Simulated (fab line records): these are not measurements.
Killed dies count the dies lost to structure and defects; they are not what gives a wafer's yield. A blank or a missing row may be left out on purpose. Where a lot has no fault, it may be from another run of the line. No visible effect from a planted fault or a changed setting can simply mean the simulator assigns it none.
Which tool did it? ; flow sky130 ; Sampling: 11 lots, 32 wafers, 6 of 708 route steps

## WHAT THE GAUGES READ, wafer by wafer
SKY_CONTACT_CD_MEAS_14 targets a cd of 170 nm. Usual: cd nm reads 170.0 nm (standard deviation 1.7).
lot;measured;on;cd nm (nm);flag
L687;day 31 20:28;cd sem-02;166.9 167.5 167.9;
L690;day 33 02:59;cd sem-01;167.9 169.7 167.2;
L691;day 33 07:11;cd sem-02;169.4 168.6 169.7;
L692;day 33 10:29;cd sem-01;168.5 169.4 168.2;
L693;day 33 17:26;cd sem-01;171.7 170.1 170.4;
L696;day 34 17:41;cd sem-01;168.3 168.5 169.2;
L697;day 35 04:02;cd sem-01;172.2 170.3 170.0;
L698;day 35 14:29;cd sem-02;170.3 170.0 171.1;
L699;day 36 00:49;cd sem-01;172.6 172.8 172.3;
L700;day 36 05:40;cd sem-01;170.7 169.3;
L701;day 36 15:23;cd sem-01;172.8 172.1 173.6;

SKY_CONTACT_RS_MEAS_25: measures by four-point-probe. Usual: CONTACT_W_RS gives 0.337 ohm/sq (standard deviation 0.0033).
lot;measured;on;CONTACT_W_RS (ohm/sq);flag
L687;day 31 21:41;film metro-02;0.335 0.331 0.333;
L690;day 33 04:03;film metro-02;0.332 0.336 0.333;
L691;day 33 08:14;film metro-02;0.338 0.341 0.339;
L692;day 33 11:32;film metro-02;0.336 0.337 0.336;
L693;day 33 18:29;film metro-04;0.335 0.333 0.331;
L696;day 34 18:45;film metro-04;0.337 0.337 0.331;
L697;day 35 05:12;film metro-01;0.335 0.338 0.335;
L698;day 35 15:33;film metro-02;0.336 0.337 0.336;
L699;day 36 01:53;film metro-04;0.419 0.332 0.415;OFF
L700;day 36 06:45;film metro-01;0.427 0.429;OFF
L701;day 36 16:29;film metro-02;0.341 0.342 0.345;

SKY_CONTACT_THK_MEAS_26: measures by xrf. Usual: CONTACT_W_THK gives 333 nm (standard deviation 3.7).
lot;measured;on;CONTACT_W_THK (nm);flag
L687;day 31 21:47;film metro-02;334 338 336;
L690;day 33 04:10;film metro-02;337 334 336;
L691;day 33 08:22;film metro-02;333 329 329;
L692;day 33 11:40;film metro-02;333 331 333;
L693;day 33 18:37;film metro-04;335 335 338;
L696;day 34 18:52;film metro-04;329 332 336;
L697;day 35 05:19;film metro-01;338 339 342;
L698;day 35 15:40;film metro-02;334 333 334;
L699;day 36 02:00;film metro-04;271 339 274;OFF
L700;day 36 06:52;film metro-01;269 269;OFF
L701;day 36 16:35;film metro-02;331 330 325;

## EACH LOT AND THE TOOL THAT RAN IT (in order: tool; ch and the chambers of the sampled wafers; start)
lot;SKY_CONTACT_ETCH_17;SKY_CONTACT_ETCH_18;SKY_CONTACT_CVD_24
L687;rie diel-03 ch 0,2,3, day 31 20:38;rie diel-03 ch 0,2,3, day 31 21:30 or earlier;cvd w-02 ch 0, day 31 21:30
L690;rie diel-03 ch 0,1,3, day 33 03:11;rie diel-03 ch 0,1,3, day 33 03:56 or earlier;cvd w-01 ch 0,1, day 33 03:56
L691;rie diel-01 ch 0,2,3, day 33 07:23;rie diel-01 ch 0,2,3, day 33 08:08 or earlier;cvd w-02 ch 0,1, day 33 08:08
L692;rie diel-03 ch 0,2,3, day 33 10:41;rie diel-03 ch 0,2,3, day 33 11:26 or earlier;cvd w-01 ch 0,1, day 33 11:26
L693;rie diel-04 ch 1,2,3, day 33 17:38;rie diel-04 ch 1,2,3, day 33 18:23 or earlier;cvd w-01 ch 0,1, day 33 18:23
L696;rie diel-04 ch 0,3, day 34 17:52;rie diel-04 ch 0,3, day 34 18:37 or earlier;cvd w-02 ch 0,1, day 34 18:37
L697;rie diel-03 ch 1,2,3, day 35 04:14;rie diel-03 ch 1,2,3, day 35 05:05 or earlier;cvd w-02 ch 0,1, day 35 05:05
L698;rie diel-01 ch 1,3, day 35 14:40;rie diel-01 ch 1,3, day 35 15:25 or earlier;cvd w-02 ch 0,1, day 35 15:25
L699;rie diel-04 ch 0,2,3, day 36 01:01;rie diel-04 ch 0,2,3, day 36 01:46 or earlier;cvd w-02 ch 0,1, day 36 01:46
L700;rie diel-01 ch 2,3, day 36 05:52;rie diel-01 ch 2,3, day 36 06:38 or earlier;cvd w-02 ch 0, day 36 06:38
L701;rie diel-03 ch 0,3, day 36 15:34;rie diel-03 ch 0,3, day 36 16:21 or earlier;cvd w-01 ch 0,1, day 36 16:21
- SKY_CONTACT_ETCH_17: etches SiO2 in C4F8/O2/Ar, stops on Si3N4, target depth 340 nm.
- SKY_CONTACT_ETCH_18: etches Si3N4 in CHF3/O2, stops on TiN, time 39 s, target depth 75 nm.
- SKY_CONTACT_CVD_24: deposits W, target thk 340 nm, time 102.12 s.

## WHAT THE TOOLS THEMSELVES READ (means of the sampled wafers that have a number; where no wafer has one, the mark that the record gives instead)
SKY_CONTACT_ETCH_17. Usual: oes product au reads 0.892 a.u. (standard deviation 0.0049).
lot;tool;oes product au (a.u.);flag
L687;rie diel-03;0.888;
L690;rie diel-03;0.895;
L691;rie diel-01;0.890;
L692;rie diel-03;0.890;
L693;rie diel-04;0.891;
L696;rie diel-04;0.894;
L697;rie diel-03;0.894;
L698;rie diel-01;0.893;
L699;rie diel-04;0.892;
L700;rie diel-01;0.894;
L701;rie diel-03;0.890;

SKY_CONTACT_ETCH_18. Usual: chf3 flow sccm 50.00 sccm, standard deviation 0.15; drypump motor current A 5.8 A, standard deviation 0.49; oes product au 0.858 a.u., standard deviation 0.0076; throttle valve pct 8.794 %, standard deviation 0.0092.
lot;tool;chf3 flow sccm (sccm);drypump motor current A (A);oes product au (a.u.);throttle valve pct (%);flag
L687;rie diel-03;49.89;5.5;0.866;8.798;
L690;rie diel-03;49.95;6.0;0.857;8.793;
L691;rie diel-01;50.04;5.9;0.855;8.785;
L692;rie diel-03;50.03;5.5;0.864;8.790;
L693;rie diel-04;49.93;5.4;0.849;8.793;
L696;rie diel-04;49.91;5.5;0.869;8.802;
L697;rie diel-03;49.97;5.7;0.848;8.789;
L698;rie diel-01;50.02;5.9;0.860;8.798;
L699;rie diel-04;49.97;5.7;0.848;8.795;
L700;rie diel-01;50.07;6.0;0.853;8.790;
L701;rie diel-03;50.05;5.7;0.855;8.798;

SKY_CONTACT_CVD_24. Usual: heater power w reads 834 W (standard deviation 53).
lot;tool;heater power w (W);flag
L687;cvd w-02;824;
L690;cvd w-01;853;
L691;cvd w-02;837;
L692;cvd w-01;849;
L693;cvd w-01;850;
L696;cvd w-02;834;
L697;cvd w-02;842;
L698;cvd w-02;845;
L699;cvd w-02;843;
L700;cvd w-02;843;
L701;cvd w-01;805;

## THE ANSWER, worked out from the rows above alone
Rule: a lot counts as off when the mean over its wafers that have a number is more than 3 standard deviations away from the usual mean. A lot without any number at a reading at which 4 lots or more have one is off too. Any other lot the step has rows for is counted as sound. Order of review: gauges by route order, followed by the tools' own readings, for which a lot's mean as printed above is used. The first step at which some lot is off is used, and at that step the reading that is off furthest; a lot without a number counts as furthest.
Off: at SKY_CONTACT_RS_MEAS_25 (CONTACT_W_RS), L699, L700.
A tool fits if, at a process step before that reading, it ran every lot that is off, and no sound lot after the first of them. Those tools and the gauges at SKY_CONTACT_RS_MEAS_25 are tried in the same way. SKY_CONTACT_ETCH_18 gives no start for some lots, so the hours and the order of its lots are those of SKY_CONTACT_CVD_24. One candidate fits, namely cvd w-02 at SKY_CONTACT_CVD_24. A fault onset in the window from L698 (day 35 15:25, its last sound lot) to L699 (day 36 01:46, its first lot off) fits.

## WHAT THE SIMULATOR HAD INSERTED
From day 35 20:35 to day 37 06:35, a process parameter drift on cvd w-02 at SKY_CONTACT_CVD_24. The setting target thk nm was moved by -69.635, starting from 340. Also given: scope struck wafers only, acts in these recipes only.
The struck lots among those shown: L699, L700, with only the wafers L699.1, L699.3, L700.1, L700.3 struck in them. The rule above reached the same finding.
